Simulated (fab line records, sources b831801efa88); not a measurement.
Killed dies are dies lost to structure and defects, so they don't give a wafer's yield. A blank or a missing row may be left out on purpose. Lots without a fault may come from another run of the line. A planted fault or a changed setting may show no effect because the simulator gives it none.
Which tool did it? | flow sky130 | 11 lots, 33 wafers sampled, at 5 steps of a route of 708

WHAT THE GAUGES READ, wafer by wafer
SKY_POLY_CUT_OVL_MEAS_09.
lot  | measured     | on         | POLY_CUT_OVL (nm)
L510 | day 24 03:16 | overlay-01 | -2 -1 -3
L511 | day 24 21:05 | overlay-02 | -4 -1 0
L512 | day 25 04:38 | overlay-02 | -4 -11 -5
L514 | day 25 19:22 | overlay-01 | -8 -6 -3
L515 | day 26 08:23 | overlay-01 | 6 8 8
L516 | day 26 11:10 | overlay-01 | -8 -5 -5
L519 | day 27 13:17 | overlay-02 | 1 6 -2
L525 | day 29 13:28 | overlay-01 | 3 -1 -6
L528 | day 30 18:56 | overlay-01 | -7 -8 -5
L529 | day 31 06:29 | overlay-01 | -2 -3 1
L531 | day 31 11:26 | overlay-02 | -2 -6 -1

SKY_CAPM_THK_MEAS_01.
lot  | measured     | on            | CAPM_CVD_00_THK (nm)
L510 | day 36 04:52 | film_metro-01 | 15.80 15.95 15.91
L511 | day 36 20:11 | film_metro-02 | 15.37 15.62 15.58
L512 | day 37 01:02 | film_metro-02 | 15.40 15.58 15.67
L514 | day 37 15:53 | film_metro-02 | 15.45 15.40 15.86
L515 | day 38 04:01 | film_metro-02 | 15.43 15.37 15.39
L516 | day 38 05:44 | film_metro-04 | 15.62 16.06 15.93
L519 | day 39 06:35 | film_metro-04 | 15.32 15.38 15.66
L525 | day 41 00:27 | film_metro-01 | 15.58 16.04 27.90
L528 | day 42 04:52 | film_metro-04 | 15.45 15.67 15.62
L529 | day 42 15:36 | film_metro-02 | 15.51 15.46 15.79
L531 | day 42 20:28 | film_metro-04 | 15.08 15.49 15.39

WHICH TOOL RAN EACH LOT (tool, then ch and the chambers of the sampled wafers, then the start)
lot  | SKY_POLY_CUT_STRIP_12                | SKY_SD_N_RTA_14                  | SKY_CAPM_CVD_00
L510 | plasma_asher-01 ch 0,1, day 24 03:23 | rtp_anneal-02 ch 0, day 27 20:20 | pecvd-03 ch 1,2, day 36 04:51
L511 | plasma_asher-04 ch 0,1, day 24 21:13 | rtp_anneal-01 ch 0, day 28 13:18 | pecvd-01 ch 0,1,2, day 36 20:10
L512 | plasma_asher-02 ch 0,1, day 25 04:45 | rtp_anneal-02 ch 0, day 28 19:14 | pecvd-03 ch 0,1,2, day 37 01:01
L514 | plasma_asher-01 ch 0, day 25 19:29   | rtp_anneal-02 ch 0, day 29 11:29 | pecvd-01 ch 1,2, day 37 15:52
L515 | plasma_asher-02 ch 1, day 26 08:29   | rtp_anneal-01 ch 0, day 29 23:20 | pecvd-02 ch 0,1, day 38 03:59
L516 | plasma_asher-04 ch 0,1, day 26 11:17 | rtp_anneal-01 ch 0, day 30 01:39 | pecvd-01 ch 0,1, day 38 05:42
L519 | plasma_asher-02 ch 0,1, day 27 13:25 | rtp_anneal-02 ch 0, day 31 01:50 | pecvd-03 ch 0,1,2, day 39 06:33
L525 | plasma_asher-04 ch 0,1, day 29 13:35 | rtp_anneal-02 ch 0, day 32 20:28 | pecvd-03 ch 0,1,2, day 41 00:26
L528 | plasma_asher-01 ch 0,1, day 30 19:04 | rtp_anneal-02 ch 0, day 34 01:44 | pecvd-01 ch 0,1, day 42 04:50
L529 | plasma_asher-01 ch 0,1, day 31 06:37 | rtp_anneal-02 ch 0, day 34 13:10 | pecvd-02 ch 1,2, day 42 15:35
L531 | plasma_asher-02 ch 0,1, day 31 11:34 | rtp_anneal-02 ch 0, day 34 17:50 | pecvd-01 ch 0,1, day 42 20:26
- SKY_POLY_CUT_STRIP_12: strips in O2/N2.
- SKY_SD_N_RTA_14: time 2 s.
- SKY_CAPM_CVD_00: deposits SiO2, target thk 15.5 nm.

WHAT THE TOOLS THEMSELVES READ (means of the sampled wafers that have a number; where no wafer has one, the mark that the record gives instead)
SKY_POLY_CUT_STRIP_12.
lot  | tool            | drypump_motor_current_A (A) | n2_flow_sccm (sccm) | oes_product_au (a.u.) | strip_time_to_endpoint_s (s)
L510 | plasma_asher-01 | 5.5                         | 299.3               | 0.452                 | 5.352
L511 | plasma_asher-04 | 5.5                         | 299.2               | 0.452                 | 5.355
L512 | plasma_asher-02 | 5.7                         | 301.1               | 0.454                 | 5.357
L514 | plasma_asher-01 | 6.4                         | 300.5               | 0.451                 | 5.365
L515 | plasma_asher-02 | 5.4                         | 299.5               | 0.454                 | 5.339
L516 | plasma_asher-04 | 5.8                         | 300.3               | 0.450                 | 5.365
L519 | plasma_asher-02 | 5.7                         | 299.1               | 0.454                 | 5.389
L525 | plasma_asher-04 | 5.8                         | 300.4               | 0.449                 | 5.366
L528 | plasma_asher-01 | 5.9                         | 300.7               | 0.452                 | 5.359
L529 | plasma_asher-01 | 5.9                         | 300.1               | 0.451                 | 5.355
L531 | plasma_asher-02 | 5.7                         | 299.8               | 0.455                 | 5.353

SKY_SD_N_RTA_14.
lot  | tool          | lamp_power_pct (%) | wafer_temp_C_max
L510 | rtp_anneal-02 | 15.72              | 1079.1
L511 | rtp_anneal-01 | 15.77              | 1078.3
L512 | rtp_anneal-02 | 15.74              | 1076.4
L514 | rtp_anneal-02 | 15.78              | 1078.4
L515 | rtp_anneal-01 | 15.76              | 1079.0
L516 | rtp_anneal-01 | 15.72              | 1077.7
L519 | rtp_anneal-02 | 15.71              | 1078.7
L525 | rtp_anneal-02 | 15.73              | 1078.3
L528 | rtp_anneal-02 | 15.73              | 1078.6
L529 | rtp_anneal-02 | 15.74              | 1077.6
L531 | rtp_anneal-02 | 15.77              | 1079.2

SKY_CAPM_CVD_00.
lot  | tool     | heater_power_w (W) | rf_fwd_power_W (W)
L510 | pecvd-03 | 579                | 442.8
L511 | pecvd-01 | 620                | 442.2
L512 | pecvd-03 | 617                | 441.2
L514 | pecvd-01 | 629                | 440.6
L515 | pecvd-02 | 852                | 440.4
L516 | pecvd-01 | 542                | 442.1
L519 | pecvd-03 | 680                | 442.5
L525 | pecvd-03 | 644                | 440.3
L528 | pecvd-01 | 570                | 441.7
L529 | pecvd-02 | 812                | 443.6
L531 | pecvd-01 | 582                | 440.3

THE ANSWER, worked out from the rows above alone
Rule: what is usual is taken from the lots themselves. Put in order of their means at a reading, lots are off if they are a third of the lots or fewer, leave a main group of 4 or more, and stand apart from it by a gap of 3 or more times the standard deviation of the main group's means; of several such gaps the widest counts. A main group whose means are all the same, to the digits that the tables above print for the reading, isn't used. A lot without any number at a reading at which 4 lots or more have one is off too. The other lots that the step has rows for count as sound. The gauges are gone through in route order, then the tools' own readings, and for those a lot's mean is taken as printed above. The first step at which some lot is off is used, and at that step the reading that is off furthest; a lot without a number counts as furthest.
Off: L525, at SKY_CAPM_THK_MEAS_01 (CAPM_CVD_00_THK). The main group: mean 15.57 nm, standard deviation 0.17.
A tool fits if, at a process step before that reading, it ran every lot that is off, and no sound lot after the first of them. The gauges at SKY_CAPM_THK_MEAS_01 are tried like those tools. Can't be told from this: 3 tools fit, plasma_asher-04 at SKY_POLY_CUT_STRIP_12, pecvd-03 at SKY_CAPM_CVD_00, film_metro-01 at SKY_CAPM_THK_MEAS_01.

WHAT THE SIMULATOR HAD PUT IN
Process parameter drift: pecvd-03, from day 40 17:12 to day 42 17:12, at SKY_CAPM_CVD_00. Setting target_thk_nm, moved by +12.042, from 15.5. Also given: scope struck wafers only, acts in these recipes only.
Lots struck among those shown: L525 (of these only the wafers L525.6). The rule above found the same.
